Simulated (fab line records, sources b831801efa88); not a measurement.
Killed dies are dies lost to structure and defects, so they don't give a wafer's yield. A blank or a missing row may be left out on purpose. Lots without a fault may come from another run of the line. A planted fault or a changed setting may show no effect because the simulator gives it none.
Split-lot experiment | flow sky130 | 5 lots, 23 wafers read, on a route of 708 steps

THE SPLIT
At SKY_NWELL_OXIDATION_01 (stabilise 600 s, purge 300 s, target thk 10 nm), the setting temp_c was moved away from the recipe's 900 C on 10 of the 23 wafers read, by +1.8% to +2.1%. The other wafers ran this setting at the recipe's value.

The file shows no step between the split and the reading.

THE READING
NWELL_OXIDATION_THK, in nm, at SKY_NWELL_THK_MEAS_02. Fault-free wafers of this fab line usually give 10.03 nm, standard deviation 0.14 nm.

wafer  | tool, chamber at the split | temp_c as run, C | against the recipe | NWELL_OXIDATION_THK, nm | against lot-mates on the recipe
L074.1 | -, -                       | 916.1            | +1.8%              | 11.92                   | no lot-mate on the recipe
L074.2 | -, -                       | 916.1            | +1.8%              | 11.98                   | no lot-mate on the recipe
L074.4 | -, -                       | 916.1            | +1.8%              | 12.00                   | no lot-mate on the recipe
L074.5 | -, -                       | 916.1            | +1.8%              | 11.99                   | no lot-mate on the recipe
L074.6 | -, -                       | 916.1            | +1.8%              | 11.98                   | no lot-mate on the recipe
L078.1 | -, -                       | 918.6            | +2.1%              | 12.22                   | no lot-mate on the recipe
L078.2 | -, -                       | 918.6            | +2.1%              | 12.33                   | no lot-mate on the recipe
L078.3 | -, -                       | 918.6            | +2.1%              | 12.37                   | no lot-mate on the recipe
L078.5 | -, -                       | 918.6            | +2.1%              | 12.24                   | no lot-mate on the recipe
L078.6 | -, -                       | 918.6            | +2.1%              | 12.15                   | no lot-mate on the recipe
L080.1 | furnace-02, 0              | 900              | recipe             | 10.11                   | -
L080.3 | furnace-02, 0              | 900              | recipe             | 10.19                   | -
L080.6 | furnace-02, 0              | 900              | recipe             | 10.13                   | -
L082.1 | -, -                       | 900              | recipe             | 10.05                   | -
L082.3 | -, -                       | 900              | recipe             | 10.08                   | -
L082.4 | -, -                       | 900              | recipe             | 9.87                    | -
L082.5 | -, -                       | 900              | recipe             | 9.85                    | -
L082.6 | -, -                       | 900              | recipe             | 10.05                   | -
L085.1 | -, -                       | 900              | recipe             | 9.85                    | -
L085.2 | -, -                       | 900              | recipe             | 9.82                    | -
L085.4 | -, -                       | 900              | recipe             | 9.95                    | -
L085.5 | -, -                       | 900              | recipe             | 9.76                    | -
L085.6 | -, -                       | 900              | recipe             | 9.67                    | -

THE FIT
A straight line over all 23 wafers: NWELL_OXIDATION_THK changes by +1.12 nm for each +1% of temp_c; r = +0.99; the points scatter about the line by 0.13 nm.
Too few moved wafers have a lot-mate on the recipe to fit a line with each lot's own level taken away.

THE WHOLE CHAIN: every reading that the file lists as answering this split, in the file's order
step                   | what it does                                   | reading                                                                            | change (the file's fit)              | r (the file's)
SKY_NWELL_OXIDATION_01 | stabilise 600 s, purge 300 s, target thk 10 nm | SiO2_of_NWELL_OXIDATION_01.thk_nm (the simulator's own value, which no gauge read) | +1.12 nm for each +1% of the setting | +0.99
SKY_NWELL_THK_MEAS_02  |                                                | NWELL_OXIDATION_THK                                                                | +1.12 for each +1% of the setting    | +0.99

THE FILE'S OWN FIT
NWELL_OXIDATION_THK changes by +1.12 nm for each +1% of temp_c, r = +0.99.
